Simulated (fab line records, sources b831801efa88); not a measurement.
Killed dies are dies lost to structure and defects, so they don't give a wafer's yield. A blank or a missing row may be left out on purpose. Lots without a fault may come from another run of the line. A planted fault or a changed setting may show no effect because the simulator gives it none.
A struck lot beside a sound one | flow sky130 | 16 steps out of a route of 708
Sound: wafers L876.1, L876.2, L876.6. Struck: wafers L886.2, L886.3, L886.4. The cause comes at the end.
At each step with rows: each side's tool, then ch and its chambers, then its first start. Under that, the readings that differ: sound wafers | struck wafers | difference of the means | sigmas: that difference in standard deviations of wafers without a fault.
alike: readings whose means differ by less than 2 such deviations, and words and numbers that are the same on both sides. not compared: withheld readings, readings that some wafer has no value for, bounds like >300 that may hide the same value, and numbers for which the record gives no deviation and whose values overlap.
The two part at a step that has a row with sigmas, a row that says differs or no value, or rows on one side only. Numbers that don't overlap but have no deviation are shown without sigmas and don't part them. A reading that every wafer of one side lacks parts them only if that side has two wafers or more.

first, 5 steps without rows for these wafers: SKY_POLY_GATE_COAT_08 (resist thk 450 nm); SKY_POLY_GATE_SOFTBAKE_09 (time 90 s); SKY_POLY_GATE_EXPOSE_10 (exposes mask P1M, target cd 150 nm); SKY_POLY_GATE_PEB_11; SKY_POLY_GATE_DEVELOP_12 (develop time 60 s).
SKY_POLY_GATE_CD_MEAS_13: target cd 150 nm.
  sound on cd_sem-01, day 18 04:01; struck on cd_sem-01, day 21 19:55
  alike: cd_nm
SKY_POLY_GATE_OVL_MEAS_14:
  sound on overlay-02, day 18 04:08; struck on overlay-02, day 21 20:02
  reading            | sound  | struck    | difference | sigmas
  POLY_GATE_OVL (nm) | 8 10 7 | -13 -6 -8 | -17        | -2
SKY_POLY_GATE_ETCH_15: etches BARC in N2/H2, stops on SiO2, time 118.5 s, target depth 110 nm.
  sound on rie_diel-03 ch 0,1,2, day 18 04:11; struck on rie_diel-02 ch 0,2, day 21 20:04
  alike: drypump_motor_current_A, oes_product_au, throttle_valve_pct
  not compared: rf_hours_counter_h
SKY_POLY_GATE_ETCH_16: etches Si3N4 in CH3F/O2, stops on poly-Si, time 147.5 s, target depth 75 nm.
  sound on rie_diel-03 ch 0,1,2, day 18 04:16; struck on rie_diel-02 ch 0,2, day 21 20:08
  alike: drypump_motor_current_A, oes_product_au, throttle_valve_pct
  not compared: rf_hours_counter_h
SKY_POLY_GATE_ETCH_17: etches poly-Si in HBr/Cl2, stops on SiO2, target depth 180 nm, time 70.5 s.
  sound on rie_si-02 ch 0,1, day 18 04:22; struck on rie_si-01 ch 0,1,3, day 21 20:14
  alike: drypump_motor_current_A, oes_product_au, throttle_valve_pct
  not compared: rf_hours_counter_h
SKY_POLY_GATE_STRIP_18: strips in O2/N2.
  sound on plasma_asher-04 ch 0,1, day 18 04:25; struck on plasma_asher-02 ch 0,1, day 21 20:18
  alike: drypump_motor_current_A, o2_flow_sccm, oes_product_au, strip_time_to_endpoint_s
  not compared: rf_hours_counter_h
then, 1 step without rows for these wafers: SKY_POLY_GATE_CLEAN_19 (cleans in SC1/SC2, time 150 s).
SKY_POLY_GATE_OXIDATION_20: stabilise 600 s, purge 300 s, target thk 4 nm.
  sound on furnace-02 ch 0, day 18 04:40; struck on furnace-01 ch 0, day 21 20:27
  reading                                          | sound                | struck               | difference | sigmas
  spike_tc_bottom_C (C)                            | 868.5 867.0 866.7    | 882.1 882.6 882.5    | +15.0      | +11
  spike_tc_centre_C (C)                            | 850.9 850.4 850.6    | 860.9 862.1 860.2    | +10.4      | +8
  spike_tc_lower_C (C)                             | 852.4 851.3 851.9    | 863.4 862.5 862.5    | +10.9      | +11
  spike_tc_top_C (C)                               | 864.7 865.1 865.3    | 872.1 872.5 872.3    | +7.3       | +3
  spike_tc_upper_C (C)                             | 848.6 847.7 847.9    | 861.8 861.5 861.0    | +13.4      | +12
  tube_center_temp_C (C)                           | 850.09 849.93 850.04 | 862.29 862.41 862.25 | +12.30     | +99 or more
  tube_center_temp_C_max                           | 852.8 852.6 851.8    | 864.7 864.2 864.5    | +12.1      | +34
  zone_power_centre_pct (%)                        | 13.8 13.7 13.7       | 16.3 16.5 16.2       | +2.6       | +3
  model.SiO2_of_POLY_GATE_OXIDATION_20.thk_nm (nm) | 3.979 4.005 3.991    | 4.596 4.625 4.635    | +0.627     |
SKY_POLY_GATE_THK_MEAS_21:
  sound on film_metro-04, day 18 05:55; struck on film_metro-02, day 21 21:43
  reading                      | sound          | struck         | difference | sigmas
  POLY_GATE_OXIDATION_THK (nm) | 3.94 4.02 4.02 | 4.62 4.65 4.66 | +0.65      | +9
SKY_POLY_GATE_CD_MEAS_22:
  sound on cd_sem-01, day 18 05:58; struck on cd_sem-01, day 21 21:48
  alike: cd_nm
-- the record jumps here: 27 days lie between the struck wafers' starts before and after (it left off in module POLY_GATE and takes up again in module PAD_OPEN, whose first step shown is number 708 of the route) --
SKY_PAD_OPEN_PROBE_99:
  sound on prober-01, day 47 00:11; struck on prober-02, day 49 05:40
  reading                     | sound           | struck            | difference | sigmas
  model.etest.tip_n.rs_ohm_sq | 435.7 437.4 439 | 451.9 451.8 451.9 | +14.5      |
  alike: killed_at_M0_to_M3, killed_at_M4_up, killed_at_contacts, killed_at_front_end, killed_at_other, killed_dies, killed_open, killed_short
  not compared: model.etest.tip_sonos.rs_ohm_sq

WHERE THEY PART
First at SKY_POLY_GATE_OVL_MEAS_14; last, within this record, at SKY_POLY_GATE_THK_MEAS_21. Later steps at which nothing parts them and some readings are alike: SKY_POLY_GATE_CD_MEAS_22, SKY_PAD_OPEN_PROBE_99.

WHY: what the simulator had put in
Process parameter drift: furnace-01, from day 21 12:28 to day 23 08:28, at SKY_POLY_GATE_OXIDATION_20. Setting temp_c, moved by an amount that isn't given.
